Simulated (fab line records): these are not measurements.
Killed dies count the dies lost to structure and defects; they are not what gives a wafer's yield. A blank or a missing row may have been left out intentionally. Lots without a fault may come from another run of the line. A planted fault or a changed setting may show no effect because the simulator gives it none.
A lot that was struck, set against a sound lot / flow sky130 / 22 steps out of a route of 708
Sound: the wafers L299.2, L299.3, L299.5. Wafers L309.1, L309.5, L309.6 were the ones struck. At the end, the cause is stated.
Order at every step that has rows: each side's tool, ch and its chambers, its first start. Under that, the readings that differ: sound wafers / struck wafers / difference of the means / sigmas: that difference in standard deviations of wafers without a fault.
alike: same words and numbers on both sides, and readings whose means sit less than 2 such deviations apart. not compared: any withheld reading, any reading some wafer has no value for, any bound like >300 that may hide the same value, and any number with overlapping values for which the record gives no deviation.
The two part at a step that has a row with sigmas, a row that says differs or no value, or rows on one side only. Numbers that have no deviation but don't overlap get no sigmas and don't part them. Lack of a reading on every wafer of one side parts them only where that side has two or more wafers.

first, 1 step without rows for these wafers: SKY_CAP2M_DEVELOP_11 (develop time 60 s).
SKY_CAP2M_OVL_MEAS_12:
  sound on overlay-01 at day 42 19:41; struck on overlay-02 at day 45 07:41
  alike: CAP2M_OVL
SKY_CAP2M_METAL_ETCH_13: etches TiN in Cl2/BCl3, stops on SiO2, target depth 220 nm, time 62.9 s.
  sound on rieMetal-03 ch 1, day 42 19:45; struck on rieMetal-04 ch 0,1, day 45 07:43
  alike: drypumpMotorCurrentA, oesProductAu, throttleValvePct
  not compared: rfHoursCounterH
SKY_CAP2M_STRIP_14: strips in O2/N2.
  sound on plasmaAsher-03 ch 0,1, day 42 19:52; struck on plasmaAsher-01 ch 0,1, day 45 07:48
reading=stripTimeToEndpointS (s); sound=12.69 12.72 12.73; struck=12.64 12.62 12.60; difference=-0.09; sigmas=-2
  alike: drypumpMotorCurrentA, oesProductAu
  not compared: rfHoursCounterH
then, 8 steps without rows for these wafers: SKY_CAP2M_STRIP_15 (strips in post etch residue remover, time 1200 s); SKY_CAP2M_CLEAN_16 (cleans in IPA, time 180 s); SKY_CAP2M_CLEAN_17 (cleans in O3/DIW); SKY_METAL4_DEHYDRATE_05 (time 60 s); SKY_METAL4_HMDS_06 (prime time 60 s); SKY_METAL4_COAT_07 (resist thk 60 nm); SKY_METAL4_COAT_08 (resist thk 1140 nm); SKY_METAL4_SOFTBAKE_09 (time 90 s).
SKY_METAL4_EXPOSE_10: exposes mask MM4, target cd 300 nm.
  sound on krfScanner-01 ch 0, day 43 08:36; struck on krfScanner-02 ch 0, day 45 18:40
reading=exposureDoseMJCm2; sound=27.95 27.97 27.99; struck=27.59 27.63 27.60; difference=-0.36; sigmas=-11
  alike: mask
then, 2 steps without rows for these wafers: SKY_METAL4_PEB_11; SKY_METAL4_DEVELOP_12 (develop time 60 s).
SKY_METAL4_CD_MEAS_13 targets a cd of 300 nm.
  sound on cdSem-02 at day 43 19:11; struck on cdSem-01 at day 46 05:06
  alike: cdNm
SKY_METAL4_OVL_MEAS_14:
  sound on overlay-01 at day 43 19:17; struck on overlay-01 at day 46 05:13
  alike: METAL4_OVL
SKY_METAL4_DESCUM_15: chemistry O2, time 8 s.
  sound on rieMetal-04 ch 0,1, day 43 19:19; struck on rieMetal-03 ch 0, day 46 05:16
reading=oesProductAu (a.u.); sound=0.997 0.990 0.990; struck=1.016 1.008 1.010; difference=+0.019; sigmas=+3
reading=model.METAL4.cdNm (nm); sound=298.5 297.5 299; struck=302.8 300.9 300.6; difference=+3.1; sigmas=
  alike: drypumpMotorCurrentA
  not compared: rfHoursCounterH
SKY_METAL4_ETCH_16: etches BARC in N2/H2, stops on SiO2, time 88.2 s, target depth 60 nm.
  sound on rieMetal-04 ch 0,1, day 43 19:21; struck on rieMetal-03 ch 0, day 46 05:19
  alike: drypumpMotorCurrentA, oesProductAu, throttleValvePct
  not compared: rfHoursCounterH
SKY_METAL4_ETCH_17: etches SiO2 in C4F8/O2/Ar, stops on TiN, time 3.9 s, target depth 15 nm.
  sound on rieDiel-02 ch 0,1,3, day 43 19:26; struck on rieDiel-02 ch 1,2,3, day 46 05:31
reading=model.METAL4.cdNm (nm); sound=299.6 298.6 299; struck=302.1 300 300.2; difference=+1.7; sigmas=
  alike: oesProductAu
  not compared: rfHoursCounterH
SKY_METAL4_METAL_ETCH_18: etches the open film in Cl2/BCl3, stops on SiO2, target depth 845 nm, time 183.1 s.
  sound on rieMetal-01 ch 0,1, day 43 19:28; struck on rieMetal-01 ch 0,1, day 46 05:32
  alike: drypumpMotorCurrentA, oesProductAu, throttleValvePct
  not compared: rfHoursCounterH
-- the record jumps here: 4 days lie between the struck wafers' starts before and after (it left off in module METAL4 and takes up again in module PAD_OPEN, whose first step shown is number 708 of the route) --
SKY_PAD_OPEN_PROBE_99:
  sound on prober-01 at day 47 14:23; struck on prober-02 at day 49 18:37
  alike: defectLimitedYield, killed_at_M0_to_M3, killed_at_M4_up, killedAtContacts, killedAtFrontEnd, killedAtOther, killedDies, killedOnRim, killedOpen, killedShort, sort_bin_3_pad_short, sort_bin_5_function, sort_bin_6_memory, sortNPass, sortYieldPct

WHERE THEY PART
Earliest at SKY_CAP2M_STRIP_14; latest, in this record, at SKY_METAL4_DESCUM_15. Later steps at which nothing parts them and some readings are alike: SKY_METAL4_ETCH_16, SKY_METAL4_ETCH_17, SKY_METAL4_METAL_ETCH_18, SKY_PAD_OPEN_PROBE_99.

WHY: the cause the simulator had injected
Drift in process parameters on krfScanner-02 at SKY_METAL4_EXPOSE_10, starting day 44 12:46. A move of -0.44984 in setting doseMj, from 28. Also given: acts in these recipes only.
